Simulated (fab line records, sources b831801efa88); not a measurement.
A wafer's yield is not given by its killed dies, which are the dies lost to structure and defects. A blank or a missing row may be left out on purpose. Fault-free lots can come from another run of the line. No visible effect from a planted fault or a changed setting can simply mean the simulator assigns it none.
The tool behind it: which one? | flow gf180mcu | 10 lots, 30 wafers sampled, at 6 steps of a route of 602

WHAT EACH GAUGE READ, for each wafer
GF_M3_RS_MEAS_05: measurement is done with a four-point probe. Usual: M3_ALCU_RS 0.0697 ohm/sq, standard deviation 0.00091.
lot  | measured     | on            | M3_ALCU_RS (ohm/sq)  | flag
L859 | day 19 16:35 | film metro-02 | 0.0691 0.0685 0.0698 |
L863 | day 21 08:39 | film metro-04 | 0.0695 0.0693 0.0684 |
L864 | day 24 01:06 | film metro-01 | 0.0704 0.0701 0.0687 |
L865 | day 24 04:43 | film metro-04 | 0.0689 0.0691 0.0685 |
L866 | day 24 06:02 | film metro-01 | 0.1302 0.0706 0.0706 | OFF
L868 | day 24 07:55 | film metro-04 | 0.1266 0.1257 0.0683 | OFF
L871 | day 25 01:41 | film metro-01 | 0.1295 0.1263 0.0718 | OFF
L875 | day 26 14:46 | film metro-04 | 0.0700 0.0692 0.0699 |
L881 | day 28 10:13 | film metro-01 | 0.0698 0.0707 0.0703 |
L880 | day 28 10:34 | film metro-02 | 0.0711 0.0709 0.0692 |

GF_M3_THK_MEAS_06: measures by xrf. Usual: M3_ALCU_THK 444 nm, standard deviation 5.8.
lot  | measured     | on            | M3_ALCU_THK (nm) | flag
L859 | day 19 16:43 | film metro-02 | 446 449 442      |
L863 | day 21 08:46 | film metro-04 | 445 443 452      |
L864 | day 24 01:13 | film metro-01 | 443 447 451      |
L865 | day 24 04:50 | film metro-04 | 444 444 447      |
L866 | day 24 06:08 | film metro-01 | 242 441 442      | OFF
L868 | day 24 08:02 | film metro-04 | 245 246 451      | OFF
L871 | day 25 01:49 | film metro-01 | 243 250 433      | OFF
L875 | day 26 14:53 | film metro-04 | 439 446 440      |
L881 | day 28 10:19 | film metro-01 | 446 444 445      |
L880 | day 28 10:40 | film metro-02 | 437 438 448      |

WHICH TOOL RAN EACH LOT (tool, then ch and the chambers of the sampled wafers, then the start)
lot  | GF_V2_SPUTTER_21             | GF_V2_CMP_26                  | GF_M3_SPUTTER_00             | GF_M3_SPUTTER_02
L859 | pvd sputter-01, day 19 15:41 | cmp-02 ch 0,1,2, day 19 16:04 | pvd sputter-02, day 19 16:22 | pvd sputter-02, day 19 16:30
L863 | pvd sputter-03, day 21 07:43 | cmp-01 ch 0,1, day 21 08:10   | pvd sputter-02, day 21 08:25 | pvd sputter-02, day 21 08:32
L864 | pvd sputter-01, day 24 00:10 | cmp-02 ch 0,1,3, day 24 00:37 | pvd sputter-02, day 24 00:52 | pvd sputter-02, day 24 00:59
L865 | pvd sputter-03, day 24 03:48 | cmp-02 ch 2,3, day 24 04:11   | pvd sputter-04, day 24 04:29 | pvd sputter-04, day 24 04:37
L866 | pvd sputter-03, day 24 05:05 | cmp-02 ch 1,3, day 24 05:29   | pvd sputter-02, day 24 05:47 | pvd sputter-02, day 24 05:55
L868 | pvd sputter-04, day 24 06:59 | cmp-01 ch 0,1,3, day 24 07:23 | pvd sputter-02, day 24 07:41 | pvd sputter-02, day 24 07:49
L871 | pvd sputter-01, day 25 00:46 | cmp-01 ch 0,2, day 25 01:10   | pvd sputter-02, day 25 01:28 | pvd sputter-02, day 25 01:36
L875 | pvd sputter-04, day 26 13:49 | cmp-02 ch 1,2,3, day 26 14:19 | pvd sputter-01, day 26 14:32 | pvd sputter-01, day 26 14:40
L881 | pvd sputter-03, day 28 09:10 | cmp-01 ch 1,2,3, day 28 09:46 | pvd sputter-01, day 28 09:58 | pvd sputter-01, day 28 10:06
L880 | pvd sputter-04, day 28 09:31 | cmp-02 ch 1,2, day 28 10:04   | pvd sputter-02, day 28 10:19 | pvd sputter-02, day 28 10:27
- GF_V2_SPUTTER_21: material Ti, target thk 15 nm, time 80.02 s.
- GF_V2_CMP_26: polishes, stops on SiO2, t overpolish 15 s, target thk 0 nm.
- GF_M3_SPUTTER_00: material Ti, target thk 37.5 nm, time 150 s.
- GF_M3_SPUTTER_02: material AlCu, target thk 450 nm, time 23.9 s.

WHAT THE TOOLS THEMSELVES READ (means of the sampled wafers that have a number; where no wafer has one, the mark that the record gives instead)
GF_V2_SPUTTER_21. Usual: throttle valve pct 30.2 %, standard deviation 0.8.
lot  | tool           | throttle valve pct (%) | flag
L859 | pvd sputter-01 | 29.2                   |
L863 | pvd sputter-03 | 30.6                   |
L864 | pvd sputter-01 | 29.9                   |
L865 | pvd sputter-03 | 30.2                   |
L866 | pvd sputter-03 | 31.0                   |
L868 | pvd sputter-04 | 30.7                   |
L871 | pvd sputter-01 | 28.9                   |
L875 | pvd sputter-04 | 30.4                   |
L881 | pvd sputter-03 | 30.6                   |
L880 | pvd sputter-04 | 30.4                   |

GF_V2_CMP_26. Usual: motor current A 11.2 A, standard deviation 1; overpolish run s 14.999 s, standard deviation 0.0093; time to endpoint s 82 s, standard deviation 3.3.
lot  | tool   | motor current A (A) | overpolish run s (s) | time to endpoint s (s) | flag
L859 | cmp-02 | 11.6                | 14.997               | 80                     |
L863 | cmp-01 | 11.7                | 15.002               | 80                     |
L864 | cmp-02 | 11.7                | 14.997               | 85                     |
L865 | cmp-02 | 10.5                | 14.990               | 84                     |
L866 | cmp-02 | 11.3                | 15.001               | 86                     |
L868 | cmp-01 | 11.0                | 15.008               | 83                     |
L871 | cmp-01 | 11.2                | 15.001               | 81                     |
L875 | cmp-02 | 11.3                | 14.999               | 84                     |
L881 | cmp-01 | 10.2                | 14.998               | 79                     |
L880 | cmp-02 | 11.1                | 14.996               | 85                     |

GF_M3_SPUTTER_00. Usual: throttle valve pct 29.9 %, standard deviation 0.62.
lot  | tool           | throttle valve pct (%) | flag
L859 | pvd sputter-02 | 29.6                   |
L863 | pvd sputter-02 | 29.9                   |
L864 | pvd sputter-02 | 29.6                   |
L865 | pvd sputter-04 | 30.6                   |
L866 | pvd sputter-02 | 29.8                   |
L868 | pvd sputter-02 | 29.5                   |
L871 | pvd sputter-02 | 29.8                   |
L875 | pvd sputter-01 | 29.8                   |
L881 | pvd sputter-01 | 29.0                   |
L880 | pvd sputter-02 | 29.4                   |

GF_M3_SPUTTER_02. Usual: throttle valve pct 29.9 %, standard deviation 0.64.
lot  | tool           | throttle valve pct (%) | flag
L859 | pvd sputter-02 | 29.8                   |
L863 | pvd sputter-02 | 29.7                   |
L864 | pvd sputter-02 | 29.6                   |
L865 | pvd sputter-04 | 30.6                   |
L866 | pvd sputter-02 | 29.9                   |
L868 | pvd sputter-02 | 29.4                   |
L871 | pvd sputter-02 | 29.9                   |
L875 | pvd sputter-01 | 29.7                   |
L881 | pvd sputter-01 | 29.0                   |
L880 | pvd sputter-02 | 29.5                   |

THE ANSWER, worked out from the rows above alone
Rule: a lot is off if the mean of its wafers that have a number lies more than 3 standard deviations from the usual mean. Also off: a lot with no number at a reading for which 4 or more lots have one. The other lots that the step has rows for count as sound. First the gauges in route order, then the tools' own readings, where a lot's mean is used as printed above. At the first step where some lot is off, the reading lying furthest off is the one used; lots without a number count as furthest.
Off: at GF_M3_RS_MEAS_05 (M3_ALCU_RS), L866, L868, L871.
If a tool, at a process step before that reading, ran all the lots that are off and no sound lot after the first of them, it fits. Those tools and the gauges at GF_M3_RS_MEAS_05 are tried in the same way. No candidate that was tried fits.

WHAT WAS PUT IN BY THE SIMULATOR
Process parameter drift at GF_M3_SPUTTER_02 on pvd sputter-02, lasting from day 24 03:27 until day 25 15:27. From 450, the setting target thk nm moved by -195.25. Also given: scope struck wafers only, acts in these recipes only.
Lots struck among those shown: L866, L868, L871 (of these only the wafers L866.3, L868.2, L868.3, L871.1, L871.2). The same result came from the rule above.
